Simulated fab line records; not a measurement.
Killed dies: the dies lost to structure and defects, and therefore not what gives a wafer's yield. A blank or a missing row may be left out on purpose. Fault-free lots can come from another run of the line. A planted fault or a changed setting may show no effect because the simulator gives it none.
fab line records	flow gf180mcu
[record] lots = 24	wafers = 72	lastDay = 34
route steps=602 shown POLY_GATE@168 HV_LDD@196 M4@456 MIM@507
lots with no fault: from the same line, run without faults
startH: hours from the record's opening day to when the first of the lot's shown wafers began	waitH: hours since the lot's step before	" same as the row above	L1.1+2: a row that stands for several wafers	- no value, or no start was given	* or withheld: withheld	< > ~ a bound
route shown NAME@n: names a module that has steps shown in the file, with the first one's number in the route	usual: the fault-free wafers' mean and standard deviation	same: alike in all rows	chamber/n: place in a boat	sites: the reading at each site	_std_site: how widely they spread, as a standard deviation	_edge_site: the outer-site mean with the inner-site mean subtracted	radiusMm: how far each site lies from the wafer's centre	mask NAME#n: copy n	behind: the tool/chamber that last shaped the wafer	hold: why the lot was held/for how many hours/how that ended	device: which transistor (n, p or np) failed to switch	end of line: the tests these same wafers got at the end of their route	a step given without rows: its recipe and nothing more	killed: dies that structure and defects cost at the first sort, which is not the same as the wafer's yield	map: shows each die of a wafer: x if killed, . if not, _ if none is there
set.NAME: the setting the step ran with; set.NAME@STEP: the setting that earlier step ran with	model.NAME: the simulator's own value behind a step, which no gauge read
the route's steps for a sample of lots (tables are steps, rows are wafers)
services: a tool's chamber out of use, with start hour (startH, from the record's first day; less than 0 if before it), hours out, and reason
[[steps]]
[step GF_POLY_GATE_OVL_MEAS_11]
[usual] POLY_GATE_OVL = 0/5.1
lot.wafer	tool	chamber	startH	waitH	POLY_GATE_OVL[nm]
L074.1	overlay-01	-	197.50	0.1	5
L074.3	"	-	"	"	-3
L074.6	"	-	"	"	-7
L075.1	overlay-01	-	202.95	0.1	-7
L075.4	"	-	"	"	2
L075.6	"	-	"	"	-1
L076.1	overlay-01	-	209.17	0.1	-10
L076.3	"	-	"	"	-7
L076.6	"	-	"	"	-13
L077.3	overlay-01	-	216.50	0.1	3
L077.4	"	-	"	"	0
L077.5	"	-	"	"	-4
L078.1	overlay-02	-	221.37	0.1	-1
L078.5	"	-	"	"	-11
L078.6	"	-	"	"	-5
L079.4	overlay-02	-	229.49	0.1	-5
L079.5	"	-	"	"	6
L079.6	"	-	"	"	-1
L080.1	overlay-01	-	239.37	0.1	-3
L080.5	"	-	"	"	2
L080.6	"	-	"	"	-8
L081.3	overlay-02	-	244.78	0.1	-1
L081.4	"	-	"	"	-5
L081.5	"	-	"	"	-10
L082.2	overlay-01	-	252.50	0.1	-10
L082.3	"	-	"	"	1
L082.4	"	-	"	"	-6
L083.1	overlay-01	-	266.24	0.1	1
L083.3	"	-	"	"	2
L083.4	"	-	"	"	0
L084.2	overlay-01	-	277.90	0.1	3
L084.4	"	-	"	"	10
L084.5	"	-	"	"	7
L085.1	overlay-02	-	281.29	0.1	0
L085.3	"	-	"	"	1
L085.4	"	-	"	"	3
L086.1	overlay-02	-	290.19	0.1	-1
L086.4	"	-	"	"	3
L086.6	"	-	"	"	9
L087.1	overlay-01	-	295.42	0.1	5
L087.3	"	-	"	"	3
L087.6	"	-	"	"	11
L088.1	overlay-01	-	297.32	0.1	7
L088.2	"	-	"	"	6
L088.4	"	-	"	"	1
L089.4	overlay-02	-	307.86	0.1	-5
L089.5	"	-	"	"	-2
L089.6	"	-	"	"	-7
L090.2	overlay-01	-	317.13	0.1	6
L090.3	"	-	"	"	8
L090.5	"	-	"	"	2
L091.4	overlay-02	-	320.66	0.1	8
L091.5	"	-	"	"	5
L091.6	"	-	"	"	0
L092.1	overlay-02	-	325.39	0.1	-4
L092.3	"	-	"	"	2
L092.4	"	-	"	"	-3
L093.1	overlay-02	-	331.84	0.1	6
L093.2	"	-	"	"	4
L093.4	"	-	"	"	10
L094.1	overlay-01	-	337.84	0.1	6
L094.2	"	-	"	"	3
L094.4	"	-	"	"	-6
L095.1	overlay-02	-	346.69	0.1	-1
L095.2	"	-	"	"	-2
L095.3	"	-	"	"	4
L096.2	overlay-02	-	350.10	0.1	-1
L096.4	"	-	"	"	3
L096.6	"	-	"	"	1
L097.2	overlay-02	-	362.30	0.1	-6
L097.4	"	-	"	"	1
L097.5	"	-	"	"	6
[step GF_HV_LDD_OVL_MEAS_20]
[usual] HV_LDD_01_OVL = -1.1/1.2
lot.wafer	tool	chamber	startH	waitH	HV_LDD_01_OVL[nm]
L074.1	overlay-02	-	236.09	0.1	-0.3
L074.3	"	-	"	"	-1.7
L074.6	"	-	"	"	-0.5
L075.1	overlay-02	-	240.60	0.1	-0.8
L075.4	"	-	"	"	-1.5
L075.6	"	-	"	"	-2.3
L076.1	overlay-01	-	247.99	0.1	-0.6
L076.3	"	-	"	"	-0.7
L076.6	"	-	"	"	-1.4
L077.3	overlay-02	-	255.00	0.1	-1.7
L077.4	"	-	"	"	-3.0
L077.5	"	-	"	"	-2.7
L078.1	overlay-02	-	261.08	0.1	1.2
L078.5	"	-	"	"	0.9
L078.6	"	-	"	"	0.1
L079.4	overlay-02	-	268.51	0.1	-2.9
L079.5	"	-	"	"	-2.6
L079.6	"	-	"	"	-1.9
L080.1	overlay-01	-	279.79	0.1	-0.3
L080.5	"	-	"	"	-0.3
L080.6	"	-	"	"	-2.2
L081.3	overlay-02	-	285.45	0.1	0.7
L081.4	"	-	"	"	-0.5
L081.5	"	-	"	"	-1.4
L082.2	overlay-02	-	293.49	0.1	0.6
L082.3	"	-	"	"	-0.4
L082.4	"	-	"	"	-1.0
L083.1	overlay-01	-	311.83	0.1	0.3
L083.3	"	-	"	"	-1.0
L083.4	"	-	"	"	-1.0
L084.2	overlay-01	-	320.95	0.1	-2.1
L084.4	"	-	"	"	-0.7
L084.5	"	-	"	"	-0.8
L085.1	overlay-01	-	324.49	0.1	-0.7
L085.3	"	-	"	"	-0.1
L085.4	"	-	"	"	-1.5
L086.1	overlay-02	-	332.14	0.1	-1.0
L086.4	"	-	"	"	-0.2
L086.6	"	-	"	"	-3.0
L087.1	overlay-02	-	338.74	0.1	-0.4
L087.3	"	-	"	"	-0.4
L087.6	"	-	"	"	-2.3
L088.1	overlay-01	-	341.84	0.1	2.4
L088.2	"	-	"	"	0.5
L088.4	"	-	"	"	0.1
L089.4	overlay-02	-	351.90	0.1	-1.1
L089.5	"	-	"	"	-0.5
L089.6	"	-	"	"	-1.4
L090.2	overlay-01	-	362.60	0.1	-2.3
L090.3	"	-	"	"	-1.8
L090.5	"	-	"	"	-1.2
L091.4	overlay-02	-	365.66	0.1	0.2
L091.5	"	-	"	"	-1.8
L091.6	"	-	"	"	-0.6
L092.1	overlay-01	-	370.99	0.1	-1.0
L092.3	"	-	"	"	-0.2
L092.4	"	-	"	"	-0.6
L093.1	overlay-02	-	378.34	0.1	-2.9
L093.2	"	-	"	"	-2.5
L093.4	"	-	"	"	-2.1
L094.1	overlay-02	-	385.04	0.1	1.4
L094.2	"	-	"	"	-0.6
L094.4	"	-	"	"	1.4
L095.1	overlay-01	-	393.44	0.1	-0.4
L095.2	"	-	"	"	-2.8
L095.3	"	-	"	"	-2.8
L096.2	overlay-02	-	399.49	0.1	-1.6
L096.4	"	-	"	"	-1.4
L096.6	"	-	"	"	-2.3
L097.2	overlay-02	-	412.14	0.1	-0.3
L097.4	"	-	"	"	-0.8
L097.5	"	-	"	"	0.7
[step GF_M4_SPUTTER_00]
[recipe] material = Ti	targetThkNm = 37.5	arrivingIonEnergyEv = 80	substrateTempC = 200	chamberPressurePa = 2	powerW = 4000	timeS = 150
[usual] throttleValvePct = 29.8/1.1
lot.wafer	tool	chamber	startH	waitH	throttleValvePct
L074.1	pvdSputter-04	-	518.17	0.2	30.5
L074.3	"	-	"	"	30.0
L074.6	"	-	"	"	29.6
L075.1	pvdSputter-04	-	521.15	0.1	30.2
L075.4	"	-	"	"	29.6
L075.6	"	-	"	"	30.6
L076.1	pvdSputter-03	-	530.07	0.1	31.3
L076.3	"	-	"	"	28.9
L076.6	"	-	"	"	29.1
L077.3	pvdSputter-03	-	537.82	0.2	31.8
L077.4	"	-	"	"	28.8
L077.5	"	-	"	"	31.8
L078.1	pvdSputter-03	-	548.06	0.1	28.8
L078.5	"	-	"	"	31.7
L078.6	"	-	"	"	27.8
L079.4	pvdSputter-01	-	553.93	0.2	29.5
L079.5	"	-	"	"	29.1
L079.6	"	-	"	"	29.5
L080.1	pvdSputter-03	-	568.23	0.1	27.6
L080.5	"	-	"	"	29.1
L080.6	"	-	"	"	28.4
L081.3	pvdSputter-04	-	575.68	0.1	30.4
L081.4	"	-	"	"	29.4
L081.5	"	-	"	"	30.6
L082.2	pvdSputter-03	-	582.32	0.2	28.9
L082.3	"	-	"	"	31.8
L082.4	"	-	"	"	29.0
L083.1	pvdSputter-04	-	602.02	0.1	29.2
L083.3	"	-	"	"	30.7
L083.4	"	-	"	"	30.7
L084.2	pvdSputter-04	-	608.53	0.1	30.5
L084.4	"	-	"	"	29.5
L084.5	"	-	"	"	30.4
L085.1	pvdSputter-03	-	614.21	0.1	29.2
L085.3	"	-	"	"	27.9
L085.4	"	-	"	"	31.6
L086.1	pvdSputter-04	-	622.32	0.1	30.5
L086.4	"	-	"	"	30.0
L086.6	"	-	"	"	30.6
L087.1	pvdSputter-03	-	628.22	0.2	27.8
L087.3	"	-	"	"	29.1
L087.6	"	-	"	"	28.2
L088.1	pvdSputter-01	-	628.57	0.2	29.5
L088.2	"	-	"	"	29.6
L088.4	"	-	"	"	29.3
L089.4	pvdSputter-03	-	640.62	0.2	27.8
L089.5	"	-	"	"	31.1
L089.6	"	-	"	"	29.2
L090.2	pvdSputter-04	-	651.59	0.2	30.6
L090.3	"	-	"	"	29.9
L090.5	"	-	"	"	30.6
L091.4	pvdSputter-04	-	652.87	0.2	29.9
L091.5	"	-	"	"	29.4
L091.6	"	-	"	"	30.5
L092.1	pvdSputter-04	-	657.46	0.1	29.7
L092.3	"	-	"	"	30.4
L092.4	"	-	"	"	30.0
L093.1	pvdSputter-03	-	664.12	0.2	31.4
L093.2	"	-	"	"	31.4
L093.4	"	-	"	"	27.8
L094.1	pvdSputter-01	-	669.37	0.2	29.4
L094.2	"	-	"	"	29.5
L094.4	"	-	"	"	29.1
L095.1	pvdSputter-01	-	677.15	0.2	29.7
L095.2	"	-	"	"	29.3
L095.3	"	-	"	"	29.0
L096.2	pvdSputter-01	-	681.32	0.1	29.1
L096.4	"	-	"	"	29.9
L096.6	"	-	"	"	30.0
L097.2	pvdSputter-04	-	692.08	0.2	29.6
L097.4	"	-	"	"	30.4
L097.5	"	-	"	"	29.9
[step GF_M4_METAL_ETCH_16]
[recipe] chemistry = Cl2/BCl3	maskMaterial = KrF	targetDepthNm = 627.5	stopOn = SiO2	pressureMtorr = 8	icpW = 800	biasW = 140	Cl2_flow_sccm = 80	bcl3FlowSccm = 40	timeS = 104.6
[usual] drypumpMotorCurrentA = 5.8/0.33	oesProductAu = 0.970/0.0065	rfFwdPowerW = 796.2/2.3	throttleValvePct = 28.250/0.0099
lot.wafer	tool	chamber	startH	waitH	drypumpMotorCurrentA	oesProductAu	rfFwdPowerW	rfHoursCounterH	throttleValvePct
L074.1	rieMetal-01	0	541.33	0.0	6.2	0.975	797.1	3	28.239
L074.3	"	1	"	"	5.9	0.975	796.1	-	28.261
L074.6	"	1	"	"	5.9	0.977	794.1	-	28.239
L075.1	rieMetal-01	1	544.50	0.0	6.0	0.966	797.2	8	28.253
L075.4	"	0	"	"	6.1	0.976	798.3	-	28.250
L075.6	"	1	"	"	6.0	0.971	796.7	-	28.253
L076.1	rieMetal-01	0	552.12	0.0	6.2	0.975	797.5	4	28.231
L076.3	"	0	"	"	6.2	0.971	798.0	-	28.255
L076.6	"	0	"	"	6.2	0.982	795.1	-	28.245
L077.3	rieMetal-03	0	560.75	0.1	5.3	0.973	797.0	-	28.253
L077.4	"	0	"	"	5.2	0.971	797.3	-	28.246
L077.5	"	0	"	"	5.3	0.972	797.7	-	28.260
L078.1	rieMetal-04	0	570.30	0.0	5.5	0.972	797.4	1	28.255
L078.5	"	1	"	"	5.9	0.959	794.1	-	28.252
L078.6	"	0	"	"	5.5	0.960	794.1	-	28.267
L079.4	rieMetal-01	1	576.11	0.0	6.0	0.975	794.8	-	28.239
L079.5	"	0	"	"	6.2	0.974	796.4	-	28.244
L079.6	"	1	"	"	6.0	0.972	794.3	-	28.261
L080.1	rieMetal-04	0	590.03	0.0	5.5	0.978	801.6	2	28.236
L080.5	"	1	"	"	5.9	0.996	793.4	-	28.227
L080.6	"	0	"	"	5.5	0.963	797.7	-	28.246
L081.3	rieMetal-01	0	597.11	0.1	6.2	0.969	794.1	-	28.246
L081.4	"	1	"	"	6.0	0.967	793.0	-	28.267
L081.5	"	0	"	"	6.2	0.960	798.0	-	28.255
L082.2	rieMetal-04	1	603.67	0.0	5.9	0.964	795.8	11	28.240
L082.3	"	0	"	"	5.5	0.971	794.5	-	28.260
L082.4	"	1	"	"	6.0	0.968	792.8	-	28.239
L083.1	rieMetal-03	0	622.95	0.0	5.2	0.967	796.5	7	28.257
L083.3	"	0	"	"	5.3	0.976	795.6	-	28.239
L083.4	"	1	"	"	5.3	0.970	791.7	-	28.270
L084.2	rieMetal-04	0	628.80	0.0	5.5	0.967	793.9	3	28.239
L084.4	"	0	"	"	5.5	0.977	792.6	-	28.237
L084.5	"	0	"	"	5.5	0.968	797.2	-	28.241
L085.1	rieMetal-04	0	634.57	0.0	5.5	0.983	797.0	3	28.243
L085.3	"	0	"	"	5.5	0.986	800.3	-	28.213
L085.4	"	1	"	"	5.9	0.976	797.1	-	28.243
L086.1	rieMetal-01	0	643.02	0.0	6.1	0.967	798.2	6	28.246
L086.4	"	1	"	"	6.0	0.961	798.0	-	28.249
L086.6	"	0	"	"	6.1	0.966	795.9	-	28.254
L087.1	rieMetal-04	0	648.40	0.0	5.5	0.964	796.7	4	28.272
L087.3	"	0	"	"	5.5	0.973	795.6	-	28.248
L087.6	"	0	"	"	5.5	0.970	795.8	-	28.253
L088.1	rieMetal-03	0	648.75	0.0	5.2	0.971	794.1	8	28.261
L088.2	"	1	"	"	5.3	0.972	794.2	2	28.241
L088.4	"	0	"	"	5.2	0.965	795.7	-	28.253
L089.4	rieMetal-01	1	660.64	0.0	6.0	0.970	800.7	-	28.242
L089.5	"	1	"	"	6.0	0.973	797.9	-	28.247
L089.6	"	0	"	"	6.2	0.972	791.6	-	28.263
L090.2	rieMetal-01	1	671.17	0.0	6.0	0.972	797.9	12	28.252
L090.3	"	1	"	"	6.0	0.975	797.4	-	28.239
L090.5	"	1	"	"	6.0	0.980	797.2	-	28.257
L091.4	rieMetal-04	0	672.51	0.0	5.5	0.960	799.2	-	28.250
L091.5	"	0	"	"	5.5	0.970	795.0	-	28.253
L091.6	"	1	"	"	5.9	0.970	790.5	-	28.247
L092.1	rieMetal-04	1	676.85	0.0	5.9	0.974	793.4	1	28.265
L092.3	"	1	"	"	5.9	0.969	794.8	-	28.257
L092.4	"	0	"	"	5.5	0.978	794.1	-	28.247
L093.1	rieMetal-01	0	683.25	0.0	6.2	0.958	795.8	8	28.257
L093.2	"	1	"	"	6.0	0.973	798.5	12	28.255
L093.4	"	0	"	"	6.2	0.977	798.7	-	28.268
L094.1	rieMetal-01	1	688.42	0.0	6.0	0.982	793.5	12	28.246
L094.2	"	0	"	"	6.1	0.966	799.2	8	28.255
L094.4	"	0	"	"	6.1	0.967	800.8	-	28.253
L095.1	rieMetal-04	1	696.05	0.0	5.9	0.971	798.1	1	28.241
L095.2	"	0	"	"	5.5	0.953	799.9	6	28.276
L095.3	"	1	"	"	5.9	0.974	797.2	-	28.257
L096.2	rieMetal-03	0	700.27	0.0	5.2	0.964	798.0	9	28.251
L096.4	"	1	"	"	5.3	0.976	796.4	-	28.251
L096.6	"	1	"	"	5.3	0.970	794.3	-	28.262
L097.2	rieMetal-04	1	711.15	0.0	5.9	0.961	791.5	2	28.242
L097.4	"	0	"	"	5.5	0.970	798.3	-	28.263
L097.5	"	1	"	"	5.9	0.962	794.1	-	28.252
[step GF_MIM_SPUTTER_04]
[recipe] material = TiN	targetThkNm = 50	powerW = 6500	timeS = 41.7	chamberPressurePa = 0.4
[usual] throttleValvePct = 30.2/1.1
lot.wafer	tool	chamber	startH	waitH	throttleValvePct
L074.1	pvdSputter-04	-	566.97	0.0	30.6
L074.3	"	-	"	"	29.5
L074.6	"	-	"	"	30.4
L075.1	pvdSputter-04	-	569.45	0.0	30.4
L075.4	"	-	"	"	29.9
L075.6	"	-	"	"	29.5
L076.1	pvdSputter-02	-	577.84	0.0	30.5
L076.3	"	-	"	"	30.9
L076.6	"	-	"	"	32.1
L077.3	pvdSputter-04	-	585.86	0.0	29.8
L077.4	"	-	"	"	30.5
L077.5	"	-	"	"	29.7
L078.1	pvdSputter-02	-	595.11	0.0	30.2
L078.5	"	-	"	"	32.3
L078.6	"	-	"	"	30.6
L079.4	pvdSputter-03	-	600.81	0.0	27.9
L079.5	"	-	"	"	31.9
L079.6	"	-	"	"	27.8
L080.1	pvdSputter-03	-	614.06	0.0	31.9
L080.5	"	-	"	"	31.6
L080.6	"	-	"	"	31.2
L081.3	pvdSputter-03	-	621.26	0.0	29.1
L081.4	"	-	"	"	31.5
L081.5	"	-	"	"	29.1
L082.2	pvdSputter-04	-	627.29	0.0	30.3
L082.3	"	-	"	"	30.6
L082.4	"	-	"	"	30.0
L083.1	pvdSputter-02	-	645.76	0.0	30.3
L083.3	"	-	"	"	32.2
L083.4	"	-	"	"	31.0
L084.2	pvdSputter-03	-	652.12	0.0	31.6
L084.4	"	-	"	"	31.8
L084.5	"	-	"	"	28.1
L085.1	pvdSputter-04	-	656.93	0.0	29.9
L085.3	"	-	"	"	30.7
L085.4	"	-	"	"	29.6
L086.1	pvdSputter-04	-	665.77	0.0	29.6
L086.4	"	-	"	"	30.7
L086.6	"	-	"	"	29.9
L087.1	pvdSputter-04	-	670.24	0.0	29.5
L087.3	"	-	"	"	30.7
L087.6	"	-	"	"	30.6
L088.1	pvdSputter-03	-	670.88	0.0	27.9
L088.2	"	-	"	"	29.1
L088.4	"	-	"	"	31.7
L089.4	pvdSputter-03	-	683.43	0.0	31.8
L089.5	"	-	"	"	28.1
L089.6	"	-	"	"	31.3
L090.2	pvdSputter-04	-	693.47	0.0	30.5
L090.3	"	-	"	"	29.7
L090.5	"	-	"	"	30.5
L091.4	pvdSputter-03	-	693.76	0.0	29.1
L091.5	"	-	"	"	31.4
L091.6	"	-	"	"	27.9
L092.1	pvdSputter-04	-	699.04	0.0	30.6
L092.3	"	-	"	"	30.6
L092.4	"	-	"	"	29.5
L093.1	pvdSputter-04	-	704.69	0.0	29.7
L093.2	"	-	"	"	30.5
L093.4	"	-	"	"	29.8
L094.1	pvdSputter-03	-	710.00	0.0	29.1
L094.2	"	-	"	"	31.8
L094.4	"	-	"	"	31.6
L095.1	pvdSputter-04	-	716.76	0.0	30.7
L095.2	"	-	"	"	30.7
L095.3	"	-	"	"	29.7
L096.2	pvdSputter-03	-	721.81	0.0	31.7
L096.4	"	-	"	"	29.2
L096.6	"	-	"	"	31.8
L097.2	pvdSputter-04	-	732.60	0.0	30.6
L097.4	"	-	"	"	30.1
L097.5	"	-	"	"	30.0
[step GF_MIM_SPUTTER_07]
[recipe] material = TiN	targetThkNm = 60	powerW = 6500	timeS = 50	chamberPressurePa = 0.4
[usual] throttleValvePct = 30.5/1.1
lot.wafer	tool	chamber	startH	waitH	throttleValvePct
L074.1	pvdSputter-03	-	567.10	0.1	31.3
L074.3	"	-	"	"	31.8
L074.6	"	-	"	"	29.1
L075.1	pvdSputter-02	-	569.58	0.1	30.3
L075.4	"	-	"	"	30.8
L075.6	"	-	"	"	32.2
L076.1	pvdSputter-03	-	577.97	0.1	28.0
L076.3	"	-	"	"	29.4
L076.6	"	-	"	"	28.0
L077.3	pvdSputter-03	-	585.99	0.0	28.0
L077.4	"	-	"	"	28.0
L077.5	"	-	"	"	29.6
L078.1	pvdSputter-04	-	595.24	0.1	30.4
L078.5	"	-	"	"	30.6
L078.6	"	-	"	"	29.6
L079.4	pvdSputter-02	-	600.96	0.0	30.5
L079.5	"	-	"	"	30.2
L079.6	"	-	"	"	29.5
L080.1	pvdSputter-04	-	614.19	0.1	30.7
L080.5	"	-	"	"	30.8
L080.6	"	-	"	"	29.4
L081.3	pvdSputter-02	-	621.39	0.0	30.7
L081.4	"	-	"	"	29.6
L081.5	"	-	"	"	29.6
L082.2	pvdSputter-02	-	627.42	0.0	29.6
L082.3	"	-	"	"	30.9
L082.4	"	-	"	"	30.4
L083.1	pvdSputter-03	-	645.89	0.1	31.6
L083.3	"	-	"	"	28.0
L083.4	"	-	"	"	29.1
L084.2	pvdSputter-02	-	652.25	0.0	29.8
L084.4	"	-	"	"	32.2
L084.5	"	-	"	"	30.6
L085.1	pvdSputter-03	-	657.06	0.1	31.4
L085.3	"	-	"	"	31.6
L085.4	"	-	"	"	27.9
L086.1	pvdSputter-03	-	665.90	0.1	27.9
L086.4	"	-	"	"	28.8
L086.6	"	-	"	"	31.7
L087.1	pvdSputter-02	-	670.37	0.1	30.7
L087.3	"	-	"	"	29.5
L087.6	"	-	"	"	30.4
L088.1	pvdSputter-04	-	671.01	0.1	30.5
L088.2	"	-	"	"	30.2
L088.4	"	-	"	"	30.4
L089.4	pvdSputter-02	-	683.54	0.0	31.0
L089.5	"	-	"	"	30.4
L089.6	"	-	"	"	31.9
L090.2	pvdSputter-04	-	693.60	0.0	30.7
L090.3	"	-	"	"	29.6
L090.5	"	-	"	"	29.5
L091.4	pvdSputter-02	-	693.89	0.0	30.1
L091.5	"	-	"	"	31.0
L091.6	"	-	"	"	32.3
L092.1	pvdSputter-02	-	699.17	0.1	30.7
L092.3	"	-	"	"	30.4
L092.4	"	-	"	"	29.5
L093.1	pvdSputter-02	-	704.82	0.1	30.5
L093.2	"	-	"	"	30.3
L093.4	"	-	"	"	29.5
L094.1	pvdSputter-04	-	710.13	0.1	29.8
L094.2	"	-	"	"	30.3
L094.4	"	-	"	"	30.7
L095.1	pvdSputter-02	-	716.89	0.1	32.1
L095.2	"	-	"	"	29.7
L095.3	"	-	"	"	30.5
L096.2	pvdSputter-02	-	721.96	0.0	30.5
L096.4	"	-	"	"	30.6
L096.6	"	-	"	"	29.6
L097.2	pvdSputter-04	-	732.73	0.0	29.8
L097.4	"	-	"	"	30.7
L097.5	"	-	"	"	30.7
[[services]]
tool	chamber	startH	hours	kind
rieMetal-04	0	507.03	-	clean
rieMetal-04	0	507.03	13.2	scheduledDown
pvdSputter-02	-	520.04	7.6	repair
pvdSputter-01	-	551.19	1.7	repair
pvdSputter-03	-	551.42	1.7	repair
pvdSputter-03	1	569.70	-	consumableReplace:kit
pvdSputter-03	1	569.70	18.0	scheduledDown
pvdSputter-03	1	569.70	18.0	ventCycle
pvdSputter-02	-	588.61	5.6	repair
pvdSputter-02	-	592.64	1.5	repair
pvdSputter-03	-	616.31	3.3	repair
pvdSputter-04	3	622.54	-	consumableReplace:kit
pvdSputter-04	3	622.54	18.0	scheduledDown
pvdSputter-04	3	622.54	18.0	ventCycle
pvdSputter-01	-	638.62	2.9	repair
pvdSputter-03	0	670.92	-	consumableReplace:kit
pvdSputter-03	0	670.92	18.0	scheduledDown
pvdSputter-03	0	670.92	18.0	ventCycle
rieMetal-03	-	674.24	14.6	pm
pvdSputter-04	-	702.66	1.4	repair
pvdSputter-04	-	717.49	8.8	repair
pvdSputter-02	1	719.59	-	consumableReplace:kit
pvdSputter-02	1	719.59	18.0	scheduledDown
pvdSputter-02	1	719.59	18.0	ventCycle
[[key]]
fault none
